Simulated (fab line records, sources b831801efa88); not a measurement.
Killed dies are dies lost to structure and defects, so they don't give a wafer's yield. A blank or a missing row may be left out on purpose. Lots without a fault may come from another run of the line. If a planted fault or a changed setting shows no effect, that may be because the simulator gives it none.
Comparing a struck lot with a sound one + flow sky130 + 43 out of 708 route steps
Sound: these wafers, L201.4, L201.5, L201.6. Struck: wafer L209.4 (left out: L209.1, a lot-mate that was not struck); the cause follows at the end.
Each step with rows lists, per side, the tool, then ch with its chambers, then its first start. Under that, the readings that differ: sound wafers + struck wafers + difference of the means + sigmas: that difference in standard deviations of wafers without a fault.
alike: a reading whose means differ by less than 2 such deviations, as well as words and numbers matching on both sides. not compared: withheld readings; readings where some wafer has no value; bounds like >300 that might hide an equal value; numbers whose values overlap and for which the record gives no deviation.
Wherever a step has rows on one side only, a row that says differs or no value, or a row with sigmas, the two part there. Numbers that have no deviation but don't overlap get no sigmas and don't part them. A reading missing from all wafers of one side parts the sides only when that side holds two or more wafers.

SKY_POLY_CUT_ETCH_10: etches BARC in N2/H2, stops on SiO2, time 45.9 s, target depth 60 nm.
  sound on rie-diel-02 ch 0,1,2, day 26 00:32; struck on rie-diel-04 ch 3, day 29 15:16
| reading                | sound            | struck | difference                   | sigmas |
|------------------------|------------------|--------|------------------------------|--------|
| n2-flow-sccm (sccm)    | 100.0 99.2 100.2 | 100.5  | +0.7                         | +2     |
| rf-hours-counter-h (h) | - - -            | 6      | no value on the sound wafers |        |
  alike: drypump-motor-current-A, h2-flow-sccm, oes-product-au, throttle-valve-pct
SKY_POLY_CUT_ETCH_11: etches Si3N4 in CF4/CH2F2/Ar, stops on poly-Si, time 42.5 s, target depth 60 nm.
  sound on rie-diel-02 ch 0,1,2, day 26 00:34; struck on rie-diel-04 ch 3, day 29 15:18
| reading                | sound | struck | difference                   | sigmas |
|------------------------|-------|--------|------------------------------|--------|
| rf-hours-counter-h (h) | - - - | 6      | no value on the sound wafers |        |
  alike: drypump-motor-current-A, oes-product-au, throttle-valve-pct
SKY_POLY_CUT_STRIP_12: strips in O2/N2.
  sound on plasma-asher-02 ch 0,1, day 26 00:38; struck on plasma-asher-02 ch 0, day 29 15:20
  alike: drypump-motor-current-A, n2-flow-sccm, oes-product-au, strip-time-to-endpoint-s
  not compared: rf-hours-counter-h
then, 7 steps without rows for these wafers: SKY_SD_P_DEHYDRATE_00 (time 60 s); SKY_SD_P_HMDS_01 (prime time 60 s); SKY_SD_P_COAT_02 (resist thk 1140 nm); SKY_SD_P_SOFTBAKE_03 (time 60 s); SKY_SD_P_EXPOSE_04 (exposes mask PSDM, target cd 380 nm); SKY_SD_P_PEB_05; SKY_SD_P_DEVELOP_06 (develop time 60 s).
SKY_SD_P_CD_MEAS_07: target cd 380 nm.
  sound on cd-sem-02 at day 27 05:38; struck on cd-sem-02 at day 30 19:52
  alike: cd-nm
SKY_SD_P_OVL_MEAS_08:
  sound on overlay-01 at day 27 05:43; struck on overlay-01 at day 30 19:59
  alike: SD_P_OVL
SKY_SD_P_IMPLANT_09:
  sound on implanter-02 ch 0, day 27 05:48; struck on implanter-04 ch 0, day 30 20:01
SKY_SD_P_STRIP_10: strips in O2/N2.
  sound on plasma-asher-04 ch 0,1, day 27 05:55; struck on plasma-asher-01 ch 0, day 30 20:10
| reading                      | sound             | struck | difference | sigmas |
|------------------------------|-------------------|--------|------------|--------|
| oes-product-au (a.u.)        | 0.620 0.614 0.618 | 0.626  | +0.009     | +2     |
| strip-time-to-endpoint-s (s) | 17.57 17.58 17.57 | 17.26  | -0.31      | -7     |
  alike: drypump-motor-current-A, n2-flow-sccm
  not compared: rf-hours-counter-h
SKY_SD_P_TW_MEAS_11:
  sound on film-metro-04 at day 27 06:00; struck on film-metro-04 at day 30 20:16
| reading | sound          | struck | difference | sigmas |
|---------|----------------|--------|------------|--------|
| SD_P_TW | 2850 2842 2846 | 2783   | -63        | -2     |
then, 8 steps without rows for these wafers: SKY_RES_XHIGH_DEHYDRATE_00 (time 60 s); SKY_RES_XHIGH_HMDS_01 (prime time 60 s); SKY_RES_XHIGH_COAT_02 (resist thk 1140 nm); SKY_RES_XHIGH_SOFTBAKE_03 (time 60 s); SKY_RES_XHIGH_EXPOSE_04 (exposes mask URPM, target cd 1270 nm); SKY_RES_XHIGH_PEB_05; SKY_RES_XHIGH_DEVELOP_06 (develop time 60 s); SKY_RES_XHIGH_IMPLANT_07.
SKY_RES_XHIGH_STRIP_08: strips in O2/N2.
  sound on plasma-asher-03 ch 0,1, day 28 10:39; struck on plasma-asher-02 ch 1, day 31 23:41
  alike: drypump-motor-current-A, n2-flow-sccm, oes-product-au, strip-time-to-endpoint-s
  not compared: rf-hours-counter-h
SKY_RES_XHIGH_TW_MEAS_09:
  sound on film-metro-04 at day 28 10:45; struck on film-metro-02 at day 31 23:47
  alike: RES_XHIGH_TW
then, 7 steps without rows for these wafers: SKY_SD_N_DEHYDRATE_00 (time 60 s); SKY_SD_N_HMDS_01 (prime time 60 s); SKY_SD_N_COAT_02 (resist thk 1140 nm); SKY_SD_N_SOFTBAKE_03 (time 60 s); SKY_SD_N_EXPOSE_04 (exposes mask NSDM, target cd 380 nm); SKY_SD_N_PEB_05; SKY_SD_N_DEVELOP_06 (develop time 60 s).
SKY_SD_N_CD_MEAS_07: target cd 380 nm.
  sound on cd-sem-01 at day 29 14:36; struck on cd-sem-02 at day 33 03:17
  alike: cd-nm
SKY_SD_N_OVL_MEAS_08:
  sound on overlay-02 at day 29 14:41; struck on overlay-01 at day 33 03:24
  alike: SD_N_OVL
then, 2 steps without rows for these wafers: SKY_SD_N_IMPLANT_09; SKY_SD_N_IMPLANT_10.
SKY_SD_N_STRIP_11: strips in O2/N2.
  sound on plasma-asher-01 ch 0,1, day 29 15:02; struck on plasma-asher-04 ch 1, day 33 03:44
  alike: drypump-motor-current-A, n2-flow-sccm, oes-product-au, strip-time-to-endpoint-s
  not compared: rf-hours-counter-h
SKY_SD_N_TW_MEAS_12:
  sound on film-metro-02 at day 29 15:08; struck on film-metro-01 at day 33 03:50
  alike: SD_N_TW
then, 2 steps without rows for these wafers: SKY_SD_N_CLEAN_13 (cleans in SC1/SC2, time 150 s); SKY_SD_N_RTA_14 (time 2 s).
SKY_SD_N_RS_MEAS_16: measures by four-point-probe.
  sound on film-metro-02 at day 29 15:26; struck on film-metro-02 at day 33 04:07
  alike: SD_N_RS
SKY_SD_N_RS_MEAS_17: measures by four-point-probe.
  sound on film-metro-02 at day 29 15:34; struck on film-metro-02 at day 33 04:14
| reading          | sound             | struck | difference | sigmas |
|------------------|-------------------|--------|------------|--------|
| SD_P_RS (ohm/sq) | 147.4 146.7 146.9 | 148.7  | +1.7       | +4     |
-- the record jumps here: 16 days lie between the struck wafers' starts before and after (it left off in module SD_N and takes up again in module PAD_OPEN, whose first step shown is number 708 of the route) --
SKY_PAD_OPEN_PROBE_99:
  sound on prober-01 at day 47 03:46; struck on prober-02 at day 49 14:08
| reading                                           | sound                | struck | difference | sigmas |
|---------------------------------------------------|----------------------|--------|------------|--------|
| model.etest.res-high-po.line-ohm-um               | 749 734.6 753.6      | 862.3  | +116.6     |        |
| model.etest.licon-high-po.rc-ohm                  | 350.8 364.7 346.2    | 455.7  | +101.8     |        |
| model.etest.res-pdiff.line-ohm-um                 | 1360 1372 1330       | 1495   | +141       |        |
| model.etest.res-high-po.rs-ohm-sq                 | 264.9 262.3 269.6    | 297.3  | +31.7      |        |
| model.etest.licon-pdiff.rc-ohm                    | 569.6 592.8 582.7    | 638.3  | +56.6      |        |
| model.etest.res-high-po.rs-ohm-sq-range           | 6.552 5.761 9.081    | 46.48  | +39.35     |        |
| model.etest.res-high-po.rs-ohm-sq-rim-less-centre | -4.642 -3.162 -1.493 | -6.032 | -2.933     |        |
| model.etest.res-pdiff-hv.rs-ohm-sq                | 188.8 187.3 187      | 207.3  | +19.6      |        |
  alike: killed_at_M0_to_M3, killed_at_M4_up, killed-at-contacts, killed-at-front-end, killed-at-other, killed-dies, killed-open, killed-short

## WHERE THEY PART
First at SKY_POLY_CUT_ETCH_10; last, within this record, at SKY_SD_N_RS_MEAS_17. Later steps at which nothing parts them and some readings are alike: SKY_PAD_OPEN_PROBE_99.

WHY: the cause the simulator had injected
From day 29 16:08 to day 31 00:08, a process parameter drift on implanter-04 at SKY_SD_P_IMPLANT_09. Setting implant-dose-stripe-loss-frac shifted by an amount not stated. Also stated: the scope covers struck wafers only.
